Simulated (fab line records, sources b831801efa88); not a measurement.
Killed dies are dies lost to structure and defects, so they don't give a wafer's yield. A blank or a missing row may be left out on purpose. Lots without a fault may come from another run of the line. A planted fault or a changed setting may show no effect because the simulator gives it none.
Which tool did it? | flow sky130 | 13 lots, 39 wafers sampled, at 4 steps of a route of 708

WHAT THE GAUGES READ, wafer by wafer
SKY_LI_CONTACT_CD_MEAS_12: target cd 170 nm.
lot  | measured     | on        | cd_nm (nm)
L428 | day 29 11:51 | cd_sem-02 | 172.9 172.6 171.8
L429 | day 29 19:43 | cd_sem-01 | 169.5 171.5 170.0
L430 | day 30 04:48 | cd_sem-01 | 170.9 172.0 171.7
L432 | day 30 16:44 | cd_sem-01 | 172.2 169.0 171.3
L431 | day 30 17:53 | cd_sem-01 | 171.5 172.4 170.4
L433 | day 31 01:59 | cd_sem-02 | 169.7 168.8 169.4
L434 | day 31 02:06 | cd_sem-01 | 171.7 170.4 171.0
L436 | day 31 19:58 | cd_sem-01 | 169.6 170.9 168.6
L437 | day 32 05:03 | cd_sem-02 | 168.7 169.5 169.6
L442 | day 34 01:37 | cd_sem-02 | 172.0 171.7 173.4
L447 | day 35 11:30 | cd_sem-01 | 170.1 170.7 171.5
L449 | day 35 17:30 | cd_sem-01 | 171.9 171.9 170.8
L451 | day 36 13:11 | cd_sem-01 | 168.4 167.7 169.3

SKY_LOCAL_INTERCONNECT_OVL_MEAS_12.
lot  | measured     | on         | LOCAL_INTERCONNECT_OVL (nm)
L428 | day 30 17:41 | overlay-02 | 2 2 4
L429 | day 31 01:17 | overlay-02 | -3 3 -5
L430 | day 31 10:16 | overlay-02 | -2 -11 -9
L432 | day 31 22:12 | overlay-02 | 0 -1 -7
L431 | day 31 23:22 | overlay-01 | 7 -3 1
L433 | day 32 06:56 | overlay-02 | -4 0 0
L434 | day 32 06:35 | overlay-02 | -2 -3 -2
L436 | day 32 22:17 | overlay-01 | 4 5 -2
L437 | day 33 09:02 | overlay-02 | -5 1 -5
L442 | day 35 05:56 | overlay-02 | -7 -3 -8
L447 | day 36 14:34 | overlay-01 | -8 -2 -3
L449 | day 36 19:53 | overlay-01 | -16 -7 -5
L451 | day 37 16:46 | overlay-02 | 3 -4 -4

WHICH TOOL RAN EACH LOT (tool, then ch and the chambers of the sampled wafers, then the start)
lot  | SKY_LI_CONTACT_CMP_02         | SKY_LOCAL_INTERCONNECT_COAT_06
L428 | cmp-02 ch 0,1,2, day 28 07:20 | litho_track-04 ch 0, day 30 02:00
L429 | cmp-01 ch 1,2,3, day 28 14:59 | litho_track-01 ch 0, day 30 11:00
L430 | cmp-01 ch 1,2, day 29 00:35   | litho_track-02 ch 0, day 30 20:00
L432 | cmp-01 ch 1,2,3, day 29 12:18 | litho_track-01 ch 0, day 31 07:00
L431 | cmp-02 ch 0,2,3, day 29 13:23 | litho_track-02 ch 0, day 31 08:00
L433 | cmp-02 ch 2,3, day 29 21:33   | litho_track-04 ch 0, day 31 18:00
L434 | cmp-02 ch 0,2,3, day 29 22:20 | litho_track-02 ch 0, day 31 18:00
L436 | cmp-01 ch 0,2,3, day 30 15:41 | litho_track-04 ch 0, day 32 09:00
L437 | cmp-01 ch 2,3, day 31 01:42   | litho_track-04 ch 0, day 32 18:00
L442 | cmp-02 ch 0,2,3, day 32 22:04 | litho_track-02 ch 0, day 34 15:00
L447 | cmp-01 ch 0,1,3, day 34 08:44 | litho_track-04 ch 0, day 36 02:00
L449 | cmp-02 ch 1,2,3, day 34 14:41 | litho_track-02 ch 0, day 36 07:00
L451 | cmp-02 ch 1,2,3, day 35 10:11 | litho_track-02 ch 0, day 37 03:00
- SKY_LI_CONTACT_CMP_02: polishes PSG.
- SKY_LOCAL_INTERCONNECT_COAT_06: resist thk 450 nm.

WHAT THE TOOLS THEMSELVES READ (means of the sampled wafers that have a number; where no wafer has one, the mark that the record gives instead)
SKY_LI_CONTACT_CMP_02.
lot  | tool   | motor_current_A (A) | time_to_endpoint_s (s)
L428 | cmp-02 | 12.8                | 35.9
L429 | cmp-01 | 11.5                | 35.9
L430 | cmp-01 | 11.7                | 33.5
L432 | cmp-01 | 11.8                | 32.0
L431 | cmp-02 | 12.9                | 34.0
L433 | cmp-02 | 12.2                | 30.9
L434 | cmp-02 | 12.8                | 33.9
L436 | cmp-01 | 12.2                | 32.0
L437 | cmp-01 | 12.4                | 34.9
L442 | cmp-02 | 12.6                | 34.8
L447 | cmp-01 | 11.7                | 30.7
L449 | cmp-02 | 11.6                | 31.6
L451 | cmp-02 | 11.1                | 30.2

THE ANSWER, worked out from the rows above alone
Rule: what is usual is taken from the lots themselves. Put in order of their means at a reading, lots are off if they are a third of the lots or fewer, leave a main group of 4 or more, and stand apart from it by a gap of 3 or more times the standard deviation of the main group's means; of several such gaps the widest counts. A main group whose means are all the same, to the digits that the tables above print for the reading, isn't used. A lot without any number at a reading at which 4 lots or more have one is off too. The other lots that the step has rows for count as sound. The gauges are gone through in route order, then the tools' own readings, and for those a lot's mean is taken as printed above. The first step at which some lot is off is used, and at that step the reading that is off furthest; a lot without a number counts as furthest.
No lot is off at any reading shown: from this, nothing can be told.

WHAT THE SIMULATOR HAD PUT IN
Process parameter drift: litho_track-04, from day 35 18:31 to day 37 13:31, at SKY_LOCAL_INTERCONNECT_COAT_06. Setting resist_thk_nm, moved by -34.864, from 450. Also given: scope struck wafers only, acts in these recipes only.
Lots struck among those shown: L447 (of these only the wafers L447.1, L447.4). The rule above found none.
